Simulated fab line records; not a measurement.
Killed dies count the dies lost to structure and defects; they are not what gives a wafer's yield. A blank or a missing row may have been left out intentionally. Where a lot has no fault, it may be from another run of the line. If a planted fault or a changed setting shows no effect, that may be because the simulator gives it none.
A lot that was struck, set against a sound lot | flow sky130 | 18 out of 708 route steps
Sound: the wafers L310.3, L310.4, L310.5. Struck: wafers L314.2, L314.4, L314.5. The cause is given at the end.
Each step with rows lists, per side, the tool, then ch with its chambers, then its first start. Under that, the readings that differ: sound wafers | struck wafers | difference of the means | sigmas: that difference in standard deviations of wafers without a fault.
alike: a reading whose means differ by less than 2 such deviations, as well as words and numbers matching on both sides. not compared: withheld readings; readings where some wafer has no value; bounds like >300 that might hide an equal value; numbers whose values overlap and for which the record gives no deviation.
The two part at a step that has a row with sigmas, a row that says differs or no value, or rows on one side only. Numbers that don't overlap but have no deviation are shown without sigmas and don't part them. A reading missing from all wafers of one side parts the sides only when that side holds two or more wafers.

first, 3 steps without rows for these wafers: SKY_VIA1_EXPOSE_09 (exposes mask VIM, target cd 150 nm); SKY_VIA1_PEB_10; SKY_VIA1_DEVELOP_11 (develop time 60 s).
SKY_VIA1_CD_MEAS_12: target cd 150 nm.
  sound on cdSem-01, day 34 10:43; struck on cdSem-01, day 36 03:06
  alike: cdNm
SKY_VIA1_OVL_MEAS_13:
  sound on overlay-02, day 34 10:49; struck on overlay-02, day 36 03:12
  alike: VIA1_OVL
SKY_VIA1_ETCH_14: etches BARC in N2/H2, stops on SiO2, time 45.9 s, target depth 60 nm.
  sound on rieDiel-04 ch 0,1, day 34 10:50; struck on rieDiel-01 ch 0,1, day 36 03:14
  alike: drypumpMotorCurrentA, oesProductAu, throttleValvePct
  not compared: rfHoursCounterH
SKY_VIA1_ETCH_15: etches SiO2 in C4F8/O2/Ar, stops on TiN, target depth 351 nm, time 54 s.
  sound on rieDiel-04 ch 0,1, day 34 10:52; struck on rieDiel-01 ch 0,1, day 36 03:17
  alike: oesProductAu
  not compared: rfHoursCounterH
SKY_VIA1_STRIP_16: strips in O2/N2.
  sound on plasmaAsher-02 ch 0,1, day 34 10:57; struck on plasmaAsher-03 ch 0,1, day 36 03:19
  alike: drypumpMotorCurrentA, oesProductAu, stripTimeToEndpointS
  not compared: rfHoursCounterH
then, 3 steps without rows for these wafers: SKY_VIA1_STRIP_17 (strips in post etch residue remover, time 1200 s); SKY_VIA1_CLEAN_18 (cleans in IPA, time 180 s); SKY_VIA1_CLEAN_19 (cleans in O3/DIW).
SKY_VIA1_SPUTTER_20: material TiN, target thk 20 nm, time 80 s.
  sound on pvdSputter-04, day 34 11:35; struck on pvdSputter-01, day 36 03:55
  alike: throttleValvePct
SKY_VIA1_CVD_21: deposits W, target thk 270 nm, time 80.902 s.
  sound on cvdW-01 ch 0,1, day 34 11:41; struck on cvdW-01 ch 0, day 36 03:58
reading                           | sound           | struck            | difference | sigmas
model.W_of_VIA1_CVD_21.thkNm (nm) | 272.3 270 275.5 | 462.9 464.7 465.6 | +191.8     | 
  alike: heaterPowerW
SKY_VIA1_RS_MEAS_22: a four-point-probe measurement.
  sound on filmMetro-04, day 34 11:47; struck on filmMetro-03, day 36 04:05
reading            | sound             | struck            | difference | sigmas
VIA1_W_RS (ohm/sq) | 0.424 0.428 0.418 | 0.246 0.245 0.245 | -0.178     | -30
SKY_VIA1_THK_MEAS_23: measures by xrf.
  sound on filmMetro-04, day 34 11:53; struck on filmMetro-03, day 36 04:12
reading         | sound       | struck      | difference | sigmas
VIA1_W_THK (nm) | 267 266 271 | 454 460 457 | +189       | +43
SKY_VIA1_CMP_24: polishes, stops on SiO2, t overpolish 15 s, target thk 0 nm.
  sound on cmp-02 ch 1,2, day 34 11:56; struck on cmp-01 ch 0,1,2, day 36 04:23
reading             | sound    | struck      | difference | sigmas
timeToEndpointS (s) | 63 68 68 | 116 117 117 | +50        | +13
  alike: edgeZonePressureFrac, motorCurrentA
SKY_METAL2_SPUTTER_00: material Ti, target thk 15 nm, time 10 s.
  sound on pvdSputter-04, day 34 12:14; struck on pvdSputter-03, day 36 04:38
  alike: throttleValvePct
-- the record jumps here: 11 days lie between the struck wafers' starts before and after (it left off in module METAL2 and takes up again in module PAD_OPEN, whose first step shown is number 708 of the route) --
SKY_PAD_OPEN_PROBE_99:
  sound on prober-01, day 46 09:56; struck on prober-01, day 47 15:24
  alike: defectLimitedYield, killed_at_M0_to_M3, killed_at_M4_up, killedAtContacts, killedAtFrontEnd, killedAtOther, killedDies, killedOpen, killedShort, sort_bin_3_pad_short, sort_bin_5_function, sort_bin_6_memory, sortNPass, sortYieldPct

WHERE THEY PART
At SKY_VIA1_RS_MEAS_22 first; at SKY_VIA1_CMP_24 last (within this record only). Later steps at which nothing parts them and some readings are alike: SKY_METAL2_SPUTTER_00, SKY_PAD_OPEN_PROBE_99.

WHY: what had been put in by the simulator
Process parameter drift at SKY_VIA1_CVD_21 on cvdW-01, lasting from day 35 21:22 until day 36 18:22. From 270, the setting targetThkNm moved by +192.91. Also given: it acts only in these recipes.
